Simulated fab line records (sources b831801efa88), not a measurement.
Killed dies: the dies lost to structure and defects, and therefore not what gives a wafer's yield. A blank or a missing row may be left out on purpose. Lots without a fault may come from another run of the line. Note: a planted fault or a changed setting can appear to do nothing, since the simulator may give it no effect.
Code-filled problem report in 8D (eight disciplines) form / flow sky130 / the parts of the form that need people (team, actions taken, sign-off) are left out

== 1. WHAT WENT WRONG ==
VIA1_HDPCVD_THK at SKY_VIA1_THK_MEAS_01 reads a mean of 1682 nm on 2 wafers of 1 lot; wafers without a fault read 1031 nm with a standard deviation of 9.6. That is +68 standard deviations from the usual mean.
First seen on wafer L694.1, day 33 11:09, on film_metro-03. At this step, 36 wafers from 12 lots have a number in the record. Rule for "out" (also "out of limits"): further than 4 standard deviations from the usual mean. All remaining wafers that have a number are taken as sound.

== 2. WHAT IT IS, WHAT IT ISN'T ==
question=which readings at this step | is=VIA1_HDPCVD_THK | is not=-
question=which lots | is=L694 | is not=L692, L704, L706, L707, L708, L709, L710, L711, L712, L713, L714
question=which wafers of those lots | is=L694.1, L694.6 | is not=L694.5
question=read on which gauges | is=film_metro-03 | is not=film_metro-01, film_metro-04
question=when | is=from day 33 11:09 | is not=up to then (4 sound wafers); but 30 sound wafers of L704, L706, L707, L708, L709, L710, L711, L712, L713, L714 came after

== 3. SUSPECTS, AND WHAT RULES EACH OUT ==
Counting: if a tool at a process step up to the reading ran every lot that is out, it stays a suspect. Sound lots after the first of them don't rule it out here, since some wafers of a struck lot are sound.
- the gauge at SKY_VIA1_THK_MEAS_01: kept. All the wafers that are out were read on film_metro-03, and no step on other tools shows them out.
- cmp-01 at SKY_CONTACT_CMP_27 (polishes, stops on SiO2, t overpolish 15 s, target thk 0 nm): kept. L694, the lot that is out, went through it at day 32 06:28; up to then, the latest sound lot through it was L692 at day 31 08:59.
- hdpcvd-02 at SKY_VIA1_HDPCVD_00 (deposits SiO2, target thk 1030 nm, time 171.7 s): kept. L694, the lot that is out, went through it at day 33 11:02; up to then, the latest sound lot through it was L692 at day 32 14:29.
Still standing after the count: cmp-01 at SKY_CONTACT_CMP_27, hdpcvd-02 at SKY_VIA1_HDPCVD_00, film_metro-03 at SKY_VIA1_THK_MEAS_01.

== 4. THE CAUSE (what the simulator had put in) ==
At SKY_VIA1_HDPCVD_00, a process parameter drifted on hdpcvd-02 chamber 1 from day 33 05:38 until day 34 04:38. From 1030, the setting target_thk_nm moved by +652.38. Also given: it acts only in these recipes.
Counting leaves 3 suspects; this tool is one of them.

== 5. THE EFFECT CHAIN, in route order ==
Rows list readings where the struck wafers' mean (over those with a number) sits beyond 3 standard deviations from the usual. Readings are gone through only where the record gives a usual standard deviation; hours: the median, over the lots, of the time from a lot's start at the first step in this table giving one to that lot's start at this step; sigmas: the change measured in usual standard deviations.
hours=0; step=SKY_VIA1_THK_MEAS_01; reading=VIA1_HDPCVD_THK; usual=1031 nm; on struck wafers=1682; change=+652; sigmas=+68
Later steps that measure or inspect, where all struck wafers having a row at the step show a number for every such reading and not one has moved that far: SKY_VIA1_CD_MEAS_12.

== 6. WHAT WOULD HAVE CAUGHT IT SOONER ==
6 hours passed between the start of the fault at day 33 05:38 and the first reading out of limits at a measuring or inspecting step in this record, taken at day 33 11:09.
All the lots that are out (1) had begun SKY_VIA1_HDPCVD_00 on hdpcvd-02 by day 33 11:09. None of them would have been spared by holding the tool at that moment.
